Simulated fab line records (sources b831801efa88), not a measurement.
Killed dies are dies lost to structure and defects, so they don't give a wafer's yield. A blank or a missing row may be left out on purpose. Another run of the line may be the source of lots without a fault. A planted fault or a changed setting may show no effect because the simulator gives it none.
fab line records	flow sky130
[record] lots = 5	wafers = 15	lastDay = 50
route steps=708 shown VIA1@473 METAL2@483 PAD_OPEN@708
lots with no fault: from the same line, run without faults
startH: hours from the record's opening day to when the first of the lot's shown wafers began	waitH: hours elapsed since this lot's preceding step	" unchanged from the row above	L1.1+2: a row that stands for several wafers	- no value, or no start given	* or withheld: withheld	< > ~ a bound
route shown NAME@n: names a module that has steps shown in the file, with the first one's number in the route	usual: mean/standard deviation of fault-free wafers	same: alike in all rows	chamber/n: place in a boat	sites: the reading at each site	_std_site: how widely they spread, as a standard deviation	_edge_site: mean of outer sites minus mean of inner sites	radiusMm: how far each site lies from the wafer's centre	mask NAME#n: copy n	behind: the tool/chamber that last shaped the wafer	hold: what put the lot on hold/how long, in hours/how the hold closed	device: which transistor (n, p or np) failed to switch	end of line: the route-end tests of the same wafers	a step with no rows: only its recipe	killed: count of dies lost to structure and defects at first sort (not the wafer's yield)	map: shows each die of a wafer: x if killed, . if not, _ if none is there
set.NAME: the setting that was run; set.NAME@STEP: the one run at that earlier step	model.NAME: the simulator's own value behind a step, which no gauge read
lots at selected steps of the route; one table per step, one row per wafer
services: the hour from which a tool's chamber was out of use, counted from the record's first day as startH (under 0 if before that day), plus the number of hours and why
[[steps]]
[step SKY_VIA1_ETCH_15]
[recipe] target = SiO2	chemistry = C4F8/O2/Ar	targetDepthNm = 351	stopOn = TiN	maskMaterial = KrF-thick	sourceW = 1458	biasW = 1200	pressureMtorr = 40	c4f8FlowSccm = withheld	O2_flow_sccm = 6	Ar_flow_sccm = 300	timeS = 54
[usual] oesProductAu = 0.978/0.0061
lot.wafer	tool	chamber	startH	waitH	oesProductAu	rfHoursCounterH
L608.1	rieDiel-01	3	816.76	0.0	0.979	17
L608.4	"	2	"	"	0.975	8
L608.6	"	3	"	"	0.978	-
L615.2	rieDiel-03	2	870.58	0.0	0.980	5
L615.5	"	1	"	"	0.979	-
L615.6	"	0	"	"	0.984	-
L620.2	rieDiel-04	0	922.58	0.0	0.989	20
L620.3	"	1	"	"	0.980	8
L620.5	"	0	"	"	0.984	-
L622.2	rieDiel-01	3	950.08	0.0	0.973	21
L622.3	"	2	"	"	0.969	12
L622.4	"	0	"	"	0.982	17
L625.1	rieDiel-04	3	954.18	0.0	0.964	20
L625.4	"	1	"	"	0.984	9
L625.6	"	2	"	"	0.978	-
[step SKY_VIA1_STRIP_16]
[recipe] chemistry = O2/N2	powerW = 1400	pressureMtorr = 1500	platenTempC = withheld	o2FlowSccm = 3000	n2FlowSccm = 300	overashFraction = 0.5
[usual] drypumpMotorCurrentA = 5.68/0.29	oesProductAu = 0.417/0.0044	stripTimeToEndpointS = 4.480/0.022
lot.wafer	tool	chamber	startH	waitH	drypumpMotorCurrentA	oesProductAu	rfHoursCounterH	stripTimeToEndpointS
L608.1	plasmaAsher-03	1	816.81	0.0	5.76	0.405	41	4.486
L608.4	"	0	"	"	5.31	0.417	-	4.476
L608.6	"	1	"	"	5.73	0.416	-	4.466
L615.2	plasmaAsher-04	0	870.63	0.0	5.80	0.412	106	4.498
L615.5	"	1	"	"	6.12	0.423	-	4.485
L615.6	"	0	"	"	5.80	0.420	-	4.479
L620.2	plasmaAsher-04	1	922.63	0.0	6.10	0.421	112	4.457
L620.3	"	1	"	"	6.12	0.418	-	4.475
L620.5	"	1	"	"	6.10	0.425	-	4.464
L622.2	plasmaAsher-04	0	950.13	0.0	5.72	0.417	115	4.523
L622.3	"	1	"	"	6.10	0.417	-	4.521
L622.4	"	0	"	"	5.72	0.425	-	4.533
L625.1	plasmaAsher-04	1	954.23	0.0	6.08	0.423	116	4.501
L625.4	"	1	"	"	6.10	0.411	-	4.461
L625.6	"	1	"	"	6.13	0.423	-	4.476
[step SKY_VIA1_STRIP_17]
[recipe] chemistry = postEtchResidueRemover	timeS = 1200	tempC = 72.5
[step SKY_VIA1_CLEAN_18]
[recipe] chemistry = IPA	timeS = 180	tempC = 25
[step SKY_VIA1_CLEAN_19]
[recipe] chemistry = O3/DIW	dry = n2Spin
[step SKY_VIA1_SPUTTER_20]
[recipe] material = TiN	targetThkNm = 20	chamberPressurePa = 5	powerW = 4000	timeS = 80
[step SKY_VIA1_CVD_21]
[recipe] material = W	targetThkNm = 270	timeS = 80.902	tempC = 400	pressureTorr = 40
[usual] heaterPowerW = 824/87
lot.wafer	tool	chamber	startH	waitH	heaterPowerW
L608.1	cvdW-02	0	817.46	0.0	769
L608.4	"	0	"	"	755
L608.6	"	1	"	"	765
L615.2	cvdW-02	0	871.28	0.0	773
L615.5	"	1	"	"	750
L615.6	"	0	"	"	764
L620.2	cvdW-01	0	923.28	0.0	799
L620.3	"	1	"	"	951
L620.5	"	1	"	"	960
L622.2	cvdW-02	0	950.96	0.0	781
L622.3	"	1	"	"	768
L622.4	"	0	"	"	762
L625.1	cvdW-01	0	954.89	0.0	792
L625.4	"	1	"	"	939
L625.6	"	1	"	"	968
[step SKY_VIA1_RS_MEAS_22]
[recipe] thkMeasGauge = four-point-probe	reads = W_of_VIA1_CVD_21+TiN_of_VIA1_SPUTTER_20
[usual] VIA1_W_RS = 0.431/0.0044
lot.wafer	tool	chamber	startH	waitH	VIA1_W_RS[ohm/sq]
L608.1	filmMetro-02	-	817.62	0.1	0.433
L608.4	"	-	"	"	0.437
L608.6	"	-	"	"	0.429
L615.2	filmMetro-02	-	871.39	0.1	0.434
L615.5	"	-	"	"	0.425
L615.6	"	-	"	"	0.429
L620.2	filmMetro-01	-	923.40	0.1	0.425
L620.3	"	-	"	"	0.426
L620.5	"	-	"	"	0.432
L622.2	filmMetro-01	-	951.07	0.1	0.431
L622.3	"	-	"	"	0.420
L622.4	"	-	"	"	0.434
L625.1	filmMetro-03	-	954.98	0.1	0.431
L625.4	"	-	"	"	0.427
L625.6	"	-	"	"	0.431
[step SKY_VIA1_THK_MEAS_23]
[recipe] thkMeasGauge = xrf	reads = W_of_VIA1_CVD_21
[usual] VIA1_W_THK = 264/3.3
lot.wafer	tool	chamber	startH	waitH	VIA1_W_THK[nm]
L608.1	filmMetro-02	-	817.74	0.1	262
L608.4	"	-	"	"	258
L608.6	"	-	"	"	264
L615.2	filmMetro-02	-	871.50	0.1	260
L615.5	"	-	"	"	265
L615.6	"	-	"	"	263
L620.2	filmMetro-01	-	923.51	0.1	268
L620.3	"	-	"	"	266
L620.5	"	-	"	"	264
L622.2	filmMetro-01	-	951.18	0.1	264
L622.3	"	-	"	"	271
L622.4	"	-	"	"	263
L625.1	filmMetro-03	-	955.10	0.1	266
L625.4	"	-	"	"	268
L625.6	"	-	"	"	267
[step SKY_VIA1_CMP_24]
[recipe] stopOn = SiO2	tOverpolishS = 15	downForcePsi = 3.5	platenRpm = 60	targetThkNm = 0	padVelocityMS = 0.94248
[step SKY_METAL2_SPUTTER_00]
[recipe] material = Ti	targetThkNm = 15	powerW = 3000	timeS = 10	chamberPressurePa = 0.4
[usual] chamberPressurePa = 0.4000/0.00077	throttleValvePct = 29.7/0.99
lot.wafer	tool	chamber	startH	waitH	chamberPressurePa	throttleValvePct
L608.1	pvdSputter-01	-	818.10	0.2	0.4000	31.0
L608.4	"	-	"	"	0.3995	28.7
L608.6	"	-	"	"	0.3992	31.0
L615.2	pvdSputter-03	-	871.85	0.2	0.4006	31.0
L615.5	"	-	"	"	0.3991	29.9
L615.6	"	-	"	"	0.4003	30.0
L620.2	pvdSputter-01	-	923.86	0.1	0.3996	28.7
L620.3	"	-	"	"	0.3995	30.6
L620.5	"	-	"	"	0.3998	28.3
L622.2	pvdSputter-02	-	951.55	0.1	0.3986	28.2
L622.3	"	-	"	"	0.4008	30.0
L622.4	"	-	"	"	0.3981	30.8
L625.1	pvdSputter-03	-	955.46	0.2	0.4020	30.2
L625.4	"	-	"	"	0.3991	29.9
L625.6	"	-	"	"	0.3994	31.1
[step SKY_METAL2_SPUTTER_01]
[recipe] material = TiN	targetThkNm = 20	powerW = 6500	timeS = 16.7	chamberPressurePa = 0.4
[step SKY_METAL2_SPUTTER_02]
[recipe] material = AlCu	targetThkNm = 250	powerW = 10600	timeS = 13.3	chamberPressurePa = 0.4
[usual] chamberPressurePa = 0.4000/0.00083	throttleValvePct = 29.7/0.98
lot.wafer	tool	chamber	startH	waitH	chamberPressurePa	throttleValvePct	model.AlCu_of_METAL2_SPUTTER_02.thkNm
L608.1	pvdSputter-01	-	818.15	0.0	0.4001	30.9	249.2
L608.4	"	-	"	"	0.4013	28.5	251.2
L608.6	"	-	"	"	0.3991	31.4	251.2
L615.2	pvdSputter-03	-	871.90	0.0	0.3486	33.4	256
L615.5	"	-	"	"	0.4009	29.8	249.4
L615.6	"	-	"	"	0.4005	30.1	246.9
L620.2	pvdSputter-01	-	923.90	0.0	0.4011	28.6	246.9
L620.3	"	-	"	"	0.3988	31.1	247.1
L620.5	"	-	"	"	0.4003	28.6	245.7
L622.2	pvdSputter-02	-	951.59	0.0	0.4000	28.2	257.6
L622.3	"	-	"	"	0.3993	30.0	254.9
L622.4	"	-	"	"	0.4005	30.5	255.1
L625.1	pvdSputter-03	-	955.51	0.0	0.4013	30.2	251.4
L625.4	"	-	"	"	0.4015	29.9	251.8
L625.6	"	-	"	"	0.4002	30.7	252.8
[step SKY_METAL2_SPUTTER_03]
[recipe] material = Ti	targetThkNm = 5	powerW = 3000	timeS = 3.3	chamberPressurePa = 0.4
[step SKY_METAL2_SPUTTER_04]
[recipe] material = TiN	targetThkNm = 70	powerW = 6639	timeS = 58.3	chamberPressurePa = 0.4
[step SKY_METAL2_RS_MEAS_05]
[recipe] thkMeasGauge = four-point-probe	reads = TiN_of_METAL2_SPUTTER_04+Ti_of_METAL2_SPUTTER_03+AlCu_of_METAL2_SPUTTER_02+TiN_of_METAL2_SPUTTER_01+Ti_of_METAL2_SPUTTER_00
[usual] METAL2_ALCU_RS = 0.1270/0.0013
lot.wafer	tool	chamber	startH	waitH	METAL2_ALCU_RS[ohm/sq]
L608.1	filmMetro-04	-	818.24	0.0	0.1272
L608.4	"	-	"	"	0.1264
L608.6	"	-	"	"	0.1263
L615.2	filmMetro-04	-	872.01	0.0	0.1225
L615.5	"	-	"	"	0.1274
L615.6	"	-	"	"	0.1284
L620.2	filmMetro-03	-	924.01	0.0	0.1286
L620.3	"	-	"	"	0.1286
L620.5	"	-	"	"	0.1294
L622.2	filmMetro-03	-	951.71	0.0	0.1232
L622.3	"	-	"	"	0.1244
L622.4	"	-	"	"	0.1243
L625.1	filmMetro-02	-	955.60	0.0	0.1260
L625.4	"	-	"	"	0.1256
L625.6	"	-	"	"	0.1254
[step SKY_METAL2_THK_MEAS_06]
[recipe] thkMeasGauge = xrf	reads = AlCu_of_METAL2_SPUTTER_02
[usual] METAL2_ALCU_THK = 247.8/3
lot.wafer	tool	chamber	startH	waitH	METAL2_ALCU_THK[nm]
L608.1	filmMetro-04	-	818.36	0.1	247.9
L608.4	"	-	"	"	248.7
L608.6	"	-	"	"	249.0
L615.2	filmMetro-04	-	872.12	0.1	255.7
L615.5	"	-	"	"	250.0
L615.6	"	-	"	"	246.6
L620.2	filmMetro-03	-	924.12	0.1	243.7
L620.3	"	-	"	"	243.0
L620.5	"	-	"	"	240.6
L622.2	filmMetro-03	-	951.82	0.1	252.0
L622.3	"	-	"	"	251.6
L622.4	"	-	"	"	250.6
L625.1	filmMetro-02	-	955.72	0.1	249.8
L625.4	"	-	"	"	248.8
L625.6	"	-	"	"	251.9
[step SKY_METAL2_DEHYDRATE_07]
[recipe] tempC = 200	timeS = 60
[step SKY_METAL2_HMDS_08]
[recipe] primeTimeS = 60	primeTempC = 120
[step SKY_METAL2_COAT_09]
[recipe] resist = BARC	tempC = withheld	timeS = withheld	spinRpm = 3000	resistThkNm = 60
[step SKY_METAL2_COAT_10]
[recipe] resist = KrF-thick	spinRpm = 3000	resistThkNm = 450
[step SKY_METAL2_SOFTBAKE_11]
[recipe] tempC = 100	timeS = 90	resist = KrF-thick
[step SKY_METAL2_EXPOSE_12]
[recipe] maskId = MM2	na = 0.8	sourceShape = annular	sigmaInner = 0.55	sigmaOuter = 0.85	targetCdNm = 140	doseMj = 28
[step SKY_METAL2_PEB_13]
[recipe] pebTempC = withheld	pebTimeS = withheld	resist = KrF-thick
[step SKY_METAL2_DEVELOP_14]
[recipe] developTimeS = 60	resist = KrF-thick	devTempC = 21
[step SKY_METAL2_CD_MEAS_15]
[recipe] targetCdNm = 140
[usual] cdNm = 139.3/1.3
lot.wafer	tool	chamber	startH	waitH	cdNm
L608.1	cdSem-01	-	844.64	-	141.1
L608.4	"	-	"	"	140.6
L608.6	"	-	"	"	140.3
L615.2	cdSem-02	-	897.51	-	140.8
L615.5	"	-	"	"	141.2
L615.6	"	-	"	"	141.5
L620.2	cdSem-01	-	949.03	-	141.2
L620.3	"	-	"	"	138.7
L620.5	"	-	"	"	138.5
L622.2	cdSem-02	-	975.94	-	142.4
L622.3	"	-	"	"	142.1
L622.4	"	-	"	"	140.8
L625.1	cdSem-02	-	980.52	-	139.3
L625.4	"	-	"	"	139.0
L625.6	"	-	"	"	139.7
[step SKY_METAL2_OVL_MEAS_16]
[usual] METAL2_OVL = 0/5.7
lot.wafer	tool	chamber	startH	waitH	METAL2_OVL[nm]
L608.1	overlay-02	-	844.76	0.1	2
L608.4	"	-	"	"	-5
L608.6	"	-	"	"	-1
L615.2	overlay-01	-	897.61	0.1	11
L615.5	"	-	"	"	8
L615.6	"	-	"	"	8
L620.2	overlay-01	-	949.13	0.1	0
L620.3	"	-	"	"	5
L620.5	"	-	"	"	3
L622.2	overlay-01	-	976.04	0.1	2
L622.3	"	-	"	"	-5
L622.4	"	-	"	"	-3
L625.1	overlay-01	-	980.64	0.1	-1
L625.4	"	-	"	"	1
L625.6	"	-	"	"	6
[step SKY_METAL2_DESCUM_17]
[recipe] chemistry = O2	sourcePowerW = 150	biasPowerW = 0	pressureMtorr = 10	tempC = 40	timeS = 8
[step SKY_METAL2_ETCH_18]
[recipe] chemistry = N2/H2	target = BARC	ionEnergyEv = 200	biasW = 100	pressureMtorr = 30	n2FlowSccm = 100	h2FlowSccm = 200	icpW = 500	stopOn = SiO2	timeS = 45.9	targetDepthA = 600
[usual] drypumpMotorCurrentA = 5.8/0.49	h2FlowSccm = 200.0/0.61	oesProductAu = 0.855/0.0045	throttleValvePct = 13.225/0.011
lot.wafer	tool	chamber	startH	waitH	drypumpMotorCurrentA	h2FlowSccm	oesProductAu	rfHoursCounterH	throttleValvePct
L608.1	rieMetal-03	1	844.83	0.0	5.6	199.6	0.861	7	13.223
L608.4	"	0	"	"	6.1	200.1	0.852	-	13.231
L608.6	"	0	"	"	6.1	199.5	0.857	-	13.231
L615.2	rieMetal-04	0	897.68	0.0	5.9	199.0	0.853	0	13.246
L615.5	"	0	"	"	6.0	199.6	0.850	-	13.234
L615.6	"	1	"	"	5.2	200.8	0.851	-	13.250
L620.2	rieMetal-04	0	949.19	0.0	6.0	198.9	0.862	2	13.211
L620.3	"	1	"	"	5.2	201.7	0.854	-	13.231
L620.5	"	0	"	"	6.0	200.1	0.848	-	13.262
L622.2	rieMetal-03	0	976.11	0.0	6.1	200.1	0.857	15	13.207
L622.3	"	1	"	"	5.5	200.3	0.854	-	13.231
L622.4	"	0	"	"	6.1	200.1	0.858	-	13.216
L625.1	rieMetal-04	0	980.71	0.0	6.0	198.7	0.849	4	13.224
L625.4	"	1	"	"	5.2	200.7	0.854	-	13.234
L625.6	"	1	"	"	5.2	199.7	0.856	-	13.231
[step SKY_METAL2_METAL_ETCH_19]
[recipe] targetDepthA = 3600	stopOn = SiO2	overEtchFrac = 0.3	timeS = 78	chemistry = Cl2/BCl3	resistSidewallDeg = 88	pressureMtorr = 10	icpW = 900	biasW = 48.5	Cl2_flow_sccm = 60	bcl3FlowSccm = 30
[usual] drypumpMotorCurrentA = 5.8/0.48	oesProductAu = 0.857/0.0054	throttleValvePct = 22.264/0.0098
lot.wafer	tool	chamber	startH	waitH	drypumpMotorCurrentA	oesProductAu	rfHoursCounterH	throttleValvePct	model.METAL2.featureDepthNm	model.etch.depthNm
L608.1	rieMetal-03	1	844.89	0.0	5.6	0.861	7	22.267	359.9	359.9
L608.4	"	0	"	"	6.1	0.864	-	22.263	361.6	361.6
L608.6	"	0	"	"	6.1	0.859	-	22.268	361.8	361.8
L615.2	rieMetal-04	0	897.74	0.0	5.9	0.846	0	22.261	353.8	353.8
L615.5	"	0	"	"	5.9	0.861	-	22.267	361.8	361.8
L615.6	"	1	"	"	5.2	0.854	-	22.263	359.4	359.4
L620.2	rieMetal-04	0	949.26	0.0	5.9	0.856	2	22.256	358.3	358.3
L620.3	"	1	"	"	5.2	0.863	-	22.278	359.2	359.2
L620.5	"	0	"	"	5.9	0.853	-	22.254	357.8	357.8
L622.2	rieMetal-03	0	976.17	0.0	6.1	0.852	15	22.268	354	354
L622.3	"	1	"	"	5.6	0.867	-	22.247	366	366
L622.4	"	0	"	"	6.1	0.858	-	22.264	364.9	364.9
L625.1	rieMetal-04	0	980.77	0.0	6.0	0.853	4	22.271	364.8	364.8
L625.4	"	1	"	"	5.2	0.852	-	22.259	365.1	365.1
L625.6	"	1	"	"	5.2	0.867	-	22.266	365.8	365.8
[step SKY_METAL2_STRIP_20]
[recipe] chemistry = O2/N2	powerW = 1400	pressureMtorr = 1500	platenTempC = withheld	o2FlowSccm = 3000	n2FlowSccm = 300	overashFraction = 0.5
[step SKY_PAD_OPEN_PROBE_99]
[usual] defectLimitedYield = 83.0/1.9	killed_at_M0_to_M3 = 43/6.9	killed_at_M4_up = 3.1/1.9	killedAtContacts = 24/5.4	killedAtFrontEnd = 14/4.3	killedAtOther = 0.3/0.53	killedDies = 84/9.5	killedOpen = 46/6.8	killedShort = 38/6	sort_bin_3_pad_short = 0.9/0.46	sort_bin_5_function = 10.0/1.4	sort_bin_6_memory = 6.1/1.1	sortNPass = 408/9.5	sortYieldPct = 83.0/1.9
[same] grossDies = 492	killedAtBackSide = 0	sort_bin_4_leakage[%] = 0	sort_bin_8_speed[%] = 0
lot.wafer	tool	chamber	startH	waitH	defectLimitedYield[%]	killed_at_M0_to_M3	killed_at_M4_up	killedAtContacts	killedAtFrontEnd	killedAtOther	killedDies	killedOpen	killedShort	sort_bin_3_pad_short[%]	sort_bin_5_function[%]	sort_bin_6_memory[%]	sortNPass	sortYieldPct[%]	model.etest.met2.rsOhmSq
L608.1	prober-01	-	1096.40	0.1	83.9	41	2	15	21	0	79	39	40	0.4	10.8	4.9	413	83.9	0.1287
L608.4	prober-01	-	1096.55	0.2	81.5	50	1	29	10	1	91	49	42	0.6	12.4	5.5	401	81.5	0.129
L608.6	prober-01	-	1096.65	0.2	85.0	38	5	14	17	0	74	38	36	0.6	8.3	6.1	418	85.0	0.1284
L615.2	prober-02	-	1133.95	0.1	84.3	31	2	30	14	0	77	41	36	1.4	8.1	6.1	415	84.3	0.1244
L615.5	prober-02	-	1134.10	0.2	82.5	39	5	28	13	1	86	48	38	0.6	12.6	4.3	406	82.5	0.128
L615.6	prober-02	-	1134.15	0.2	81.7	40	3	31	16	0	90	51	39	0.8	10.4	7.1	402	81.7	0.1307
L620.2	prober-02	-	1172.51	0.1	86.4	41	3	13	10	0	67	31	36	0.4	9.1	4.1	425	86.4	0.1296
L620.3	prober-02	-	1172.56	0.2	86.2	32	2	26	7	1	68	43	25	0.2	8.9	4.7	424	86.2	0.13
L620.5	prober-02	-	1172.66	0.2	78.9	43	4	32	25	0	104	53	50	1.0	13.0	7.1	388	78.9	0.1313
L622.2	prober-01	-	1192.99	0.1	82.3	49	2	23	13	0	87	49	38	1.0	9.8	6.9	405	82.3	0.1244
L622.3	prober-01	-	1193.04	0.2	86.0	41	3	16	9	0	69	48	21	0.4	8.9	4.7	423	86.0	0.1252
L622.4	prober-01	-	1193.09	0.2	80.5	47	3	39	7	0	96	60	36	1.0	10.8	7.7	396	80.5	0.1251
L625.1	prober-01	-	1197.91	0.1	82.3	44	2	30	10	1	87	51	36	0.6	11.4	5.7	405	82.3	0.1264
L625.4	prober-01	-	1198.06	0.2	82.5	45	7	29	4	1	86	55	30	0.8	10.4	6.3	406	82.5	0.1272
L625.6	prober-01	-	1198.16	0.2	85.8	41	2	15	10	2	70	34	34	0.6	8.9	4.7	422	85.8	0.1257
// killed by level:class
L608.1 FIELD_ISO:geometricParticle:short=7 LI_CONTACT:geometricParticle:open=7 VIA2:geometricParticle:open=7 FIELD_ISO:geometricParticle:open=6 VIA1:geometricParticle:open=5 METAL2:geometricParticle:short=5 VIA2:geometricParticle:short=5 VIA3:geometricParticle:open=5
L608.4 CONTACT:geometricParticle:open=10 VIA2:geometricParticle:open=8 LOCAL_INTERCONNECT:geometricParticle:short=8 METAL2:geometricParticle:short=8 VIA3:geometricParticle:open=8 LI_CONTACT:geometricParticle:open=7 METAL1:geometricParticle:short=5 VIA1:geometricParticle:open=5
L608.6 VIA1:geometricParticle:open=9 VIA2:geometricParticle:open=6 FIELD_ISO:geometricParticle:open=4 METAL4:geometricParticle:short=4 POLY_GATE:geometricParticle:short=4 METAL1:geometricParticle:short=4 VIA3:geometricParticle:short=4 VIA3:geometricParticle:open=4
L615.2 VIA1:geometricParticle:open=9 CONTACT:geometricParticle:open=8 METAL2:geometricParticle:short=7 LI_CONTACT:geometricParticle:open=7 LOCAL_INTERCONNECT:geometricParticle:short=5 VIA3:geometricParticle:open=5 POLY_GATE:geometricParticle:short=4 LI_CONTACT:geometricParticle:short=4
L615.5 LI_CONTACT:geometricParticle:open=11 VIA1:geometricParticle:open=11 CONTACT:geometricParticle:open=7 POLY_GATE:geometricParticle:open=6 LI_CONTACT:geometricParticle:short=6 METAL2:geometricParticle:short=6 VIA2:geometricParticle:short=4 VIA1:geometricParticle:short=4
L615.6 LI_CONTACT:geometricParticle:open=12 VIA1:geometricParticle:open=10 CONTACT:geometricParticle:open=9 LOCAL_INTERCONNECT:geometricParticle:short=6 VIA1:geometricParticle:short=6 VIA2:geometricParticle:open=6 METAL2:geometricParticle:short=5 FIELD_ISO:geometricParticle:open=4
L620.2 VIA1:geometricParticle:short=10 VIA3:geometricParticle:open=7 VIA1:geometricParticle:open=7 METAL2:geometricParticle:short=5 LI_CONTACT:geometricParticle:short=5 FIELD_ISO:geometricParticle:short=4 METAL1:geometricParticle:short=4 CONTACT:geometricParticle:open=4
L620.3 VIA1:geometricParticle:open=11 LI_CONTACT:geometricParticle:open=8 CONTACT:geometricParticle:open=8 VIA2:geometricParticle:open=6 LOCAL_INTERCONNECT:geometricParticle:short=4 METAL1:geometricParticle:short=4 VIA3:geometricParticle:open=3 FIELD_ISO:geometricParticle:open=2
L620.5 VIA1:geometricParticle:open=15 FIELD_ISO:geometricParticle:short=11 CONTACT:geometricParticle:open=11 CONTACT:geometricParticle:short=8 FIELD_ISO:geometricParticle:open=7 VIA1:geometricParticle:short=7 LI_CONTACT:geometricParticle:open=6 VIA2:geometricParticle:open=5
L622.2 VIA1:geometricParticle:open=16 CONTACT:geometricParticle:open=8 METAL1:geometricParticle:short=5 LI_CONTACT:geometricParticle:open=5 CONTACT:geometricParticle:short=5 METAL2:geometricParticle:short=5 LI_CONTACT:geometricParticle:short=4 VIA2:geometricParticle:open=4
L622.3 VIA1:geometricParticle:open=12 VIA3:geometricParticle:open=6 CONTACT:geometricParticle:open=6 VIA2:geometricParticle:open=6 METAL1:geometricParticle:short=5 FIELD_ISO:geometricParticle:open=4 LI_CONTACT:geometricParticle:open=4 METAL3:geometricParticle:open=3
L622.4 VIA1:geometricParticle:open=15 CONTACT:geometricParticle:open=13 LI_CONTACT:geometricParticle:open=12 LI_CONTACT:geometricParticle:short=6 VIA3:geometricParticle:open=6 CONTACT:geometricParticle:short=5 METAL1:geometricParticle:short=5 VIA2:geometricParticle:open=5
L625.1 VIA1:geometricParticle:open=17 CONTACT:geometricParticle:open=11 LI_CONTACT:geometricParticle:open=10 LI_CONTACT:geometricParticle:short=4 VIA1:geometricParticle:short=4 METAL2:geometricParticle:short=4 VIA2:geometricParticle:open=4 FIELD_ISO:geometricParticle:short=3
L625.4 CONTACT:geometricParticle:open=11 LI_CONTACT:geometricParticle:open=9 VIA1:geometricParticle:open=9 VIA2:geometricParticle:open=8 VIA3:geometricParticle:open=6 CONTACT:geometricParticle:short=5 VIA1:geometricParticle:short=5 METAL4:geometricParticle:open=5
L625.6 VIA1:geometricParticle:open=11 METAL2:geometricParticle:short=11 CONTACT:geometricParticle:open=5 LOCAL_INTERCONNECT:geometricParticle:short=4 VIA3:geometricParticle:open=4 METAL1:geometricParticle:short=4 VIA2:geometricParticle:open=4 FIELD_ISO:geometricParticle:short=3
[[services]]
tool	chamber	startH	hours	kind
rieDiel-03	2	799.00	4.1	repair
cvdW-02	1	801.79	4.6	repair
plasmaAsher-03	-	801.79	5.6	repair
cvdW-02	0	803.05	8.2	repair
rieDiel-04	3	821.35	2.6	repair
rieMetal-04	-	821.47	4.0	pm
rieMetal-03	-	843.08	1.7	repair
pvdSputter-02	-	850.71	7.7	repair
rieDiel-04	1	852.33	9.6	repair
plasmaAsher-03	-	854.29	2.8	pm
rieDiel-04	-	858.91	2.8	pm
cvdW-01	-	863.11	2.4	repair
rieMetal-04	0	868.21	-	clean
rieMetal-04	0	868.21	22.5	scheduledDown
rieMetal-04	0	868.21	22.5	ventCycle
cvdW-01	-	904.00	14.0	pm
rieDiel-01	3	907.23	3.8	repair
cvdW-02	0	914.75	16.9	repair
pvdSputter-03	-	938.90	3.0	repair
pvdSputter-03	0	942.47	-	consumableReplace:kit
pvdSputter-03	0	942.47	18.0	scheduledDown
pvdSputter-03	0	942.47	18.0	ventCycle
pvdSputter-01	0	958.13	-	consumableReplace:kit
pvdSputter-03	-	974.23	3.2	repair
[[key]]
[firstSign] step = SKY_METAL2_SPUTTER_02	reading = chamberPressurePa	direction = down	sigmas = 62	usual = 0.4000	struck = 0.3486
[effect] step = SKY_METAL2_SPUTTER_02	reading = throttleValvePct	direction = up	sigmas = 3.8	usual = 29.7	struck = 33.4
[effect] step = SKY_METAL2_RS_MEAS_05	reading = METAL2_ALCU_RS	direction = down	sigmas = 3.3	usual = 0.1270	struck = 0.1225
[modelEffect] step = SKY_METAL2_SPUTTER_02	value = AlCu_of_METAL2_SPUTTER_02.thkNm	without = 249.2	struck = 256
[modelEffect] step = SKY_METAL2_METAL_ETCH_19	value = METAL2.featureDepthNm	without = 362	struck = 353.8
[modelEffect] step = SKY_PAD_OPEN_PROBE_99	value = etest.met2.rsOhmSq	without = 0.1279	struck = 0.1244
metAt SKY_METAL2_SPUTTER_02
struckWafers L615.2
[fault] kind = processParameterDrift	tool = pvdSputter-03	chamber = -	onsetH = 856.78	steps = SKY_METAL2_SPUTTER_02	channel = chamberPressurePa	offset = -0.051052	shape = step	endH = 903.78	actsIn = theseRecipesOnly	stated = 0.4	scope = struckWafersOnly
